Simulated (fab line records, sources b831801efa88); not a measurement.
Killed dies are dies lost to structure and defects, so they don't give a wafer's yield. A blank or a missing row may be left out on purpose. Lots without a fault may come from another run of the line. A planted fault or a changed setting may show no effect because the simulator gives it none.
Split-lot experiment | flow sfq_line | 5 lots, 23 wafers read, on a route of 325 steps

THE SPLIT
At SFQ_TRILAYER_M6_DEP_SPUTTER_157 (material Nb, target thk 200 nm, time 133.3 s), the setting time_s was moved away from the recipe's 133.3 s on 9 of the 23 wafers read, by -12.7% to +4.3%. The other wafers ran this setting at the recipe's value.

FROM THE SPLIT TO THE READING: what the file shows between them, 1 step
- SFQ_M6_RS_MEAS_938: measures by four-point-probe

THE READING
oes_product_au, in a.u., at SFQ_TRILAYER_M6_ETCH_METAL_ETCH_162 (etches Nb in Cl2/Ar, stops on SiO2, target depth 240 nm, time 120 s). Fault-free wafers of this fab line usually give 0.896 a.u., standard deviation 0.0069 a.u..

wafer  | tool, chamber at the split | time_s as run, s | against the recipe | oes_product_au, a.u. | against lot-mates on the recipe
L074.2 | pvd_sputter-03, -          | 139              | +4.3%              | 0.921                | +0.025
L074.3 | pvd_sputter-03, -          | 133.3            | recipe             | 0.901                | -
L074.4 | pvd_sputter-03, -          | 133.3            | recipe             | 0.891                | -
L074.5 | pvd_sputter-03, -          | 139              | +4.3%              | 0.920                | +0.024
L074.6 | pvd_sputter-03, -          | 139              | +4.3%              | 0.929                | +0.033
L076.2 | pvd_sputter-05, -          | 116.4            | -12.7%             | 0.834                | -0.068
L076.3 | pvd_sputter-05, -          | 133.3            | recipe             | 0.893                | -
L076.4 | pvd_sputter-05, -          | 133.3            | recipe             | 0.911                | -
L076.5 | pvd_sputter-05, -          | 116.4            | -12.7%             | 0.828                | -0.074
L076.6 | pvd_sputter-05, -          | 116.4            | -12.7%             | 0.823                | -0.079
L080.2 | pvd_sputter-03, -          | 133.3            | recipe             | 0.892                | -
L080.3 | pvd_sputter-03, -          | 133.3            | recipe             | 0.896                | -
L080.6 | pvd_sputter-03, -          | 133.3            | recipe             | 0.899                | -
L083.1 | pvd_sputter-06, -          | 133.3            | recipe             | 0.903                | -
L083.2 | pvd_sputter-06, -          | 133.3            | recipe             | 0.899                | -
L083.4 | pvd_sputter-06, -          | 133.3            | recipe             | 0.895                | -
L083.5 | pvd_sputter-06, -          | 133.3            | recipe             | 0.898                | -
L083.6 | pvd_sputter-06, -          | 133.3            | recipe             | 0.892                | -
L084.1 | pvd_sputter-03, -          | 128.2            | -3.8%              | 0.886                | -0.019
L084.3 | pvd_sputter-03, -          | 128.2            | -3.8%              | 0.888                | -0.017
L084.4 | pvd_sputter-03, -          | 133.3            | recipe             | 0.904                | -
L084.5 | pvd_sputter-03, -          | 128.2            | -3.8%              | 0.881                | -0.024
L084.6 | pvd_sputter-03, -          | 133.3            | recipe             | 0.906                | -

THE FIT
A straight line over all 23 wafers: oes_product_au changes by +0.00548 a.u. for each +1% of time_s; r = +0.98; the points scatter about the line by 0.0059 a.u..
The same after taking each lot's own level away (the mean of its wafers on the recipe; 23 wafers): +0.00587 a.u. for each +1%; r = +0.99; scatter 0.0047 a.u..
On that fit, the largest move of time_s shifts the reading by 0.074 a.u..
The lots' own levels span 0.8957 to 0.9050 a.u., that is 1.4 times the standard deviation above.
So the lot-to-lot level changes the slope little: the two slopes agree.
Check: with one of the wafers moved furthest among these (-12.7%) left out of the fit, the line predicts -0.0759 a.u. for it against its lot-mates. It came out at -0.068 a.u. against them.

OTHER SPLITS ON THESE WAFERS
These wafers also went through other splits before the reading. Each is held against what the fit with the lots' levels taken away leaves over:
other split on the same wafers           | wafers away from the commonest value | r with oes_product_au (lot level and that fit taken away)
SFQ_TRILAYER_R5_LITHO_COAT_141 spin_rpm  | 8                                    | +0.00
SFQ_TRILAYER_R5_LITHO_PEB_139 peb_temp_c | 6                                    | -0.16
SFQ_TRILAYER_A5C_DEP_PECVD_142 time_s    | 11                                   | -0.11
SFQ_TRILAYER_C5_LITHO_COAT_156 spin_rpm  | 4                                    | +0.02

THE WHOLE CHAIN: every reading that the file lists as answering this split, in the file's order
step                                | what it does                                                        | reading                                                                                   | change (the file's fit)                   | r (the file's)
SFQ_TRILAYER_M6_DEP_SPUTTER_157     | material Nb, target thk 200 nm, time 133.3 s                        | Nb_of_TRILAYER_M6_DEP_SPUTTER_157.thk_nm (the simulator's own value, which no gauge read) | +2.19 nm for each +1% of the setting      | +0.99
SFQ_M6_RS_MEAS_938                  | measures by four-point-probe                                        | M6_NB_RS                                                                                  | -0.0106 for each +1% of the setting       | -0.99
SFQ_TRILAYER_M6_ETCH_METAL_ETCH_162 | etches Nb in Cl2/Ar, stops on SiO2, target depth 240 nm, time 120 s | oes_product_au                                                                            | +0.00582 a.u. for each +1% of the setting | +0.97
SFQ_TRILAYER_M6_ETCH_METAL_ETCH_162 | etches Nb in Cl2/Ar, stops on SiO2, target depth 240 nm, time 120 s | M6.feature_depth_nm (the simulator's own value, which no gauge read)                      | +2.2 nm for each +1% of the setting       | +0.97

THE FILE'S OWN FIT
oes_product_au changes by +0.00582 a.u. for each +1% of time_s, r = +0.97.
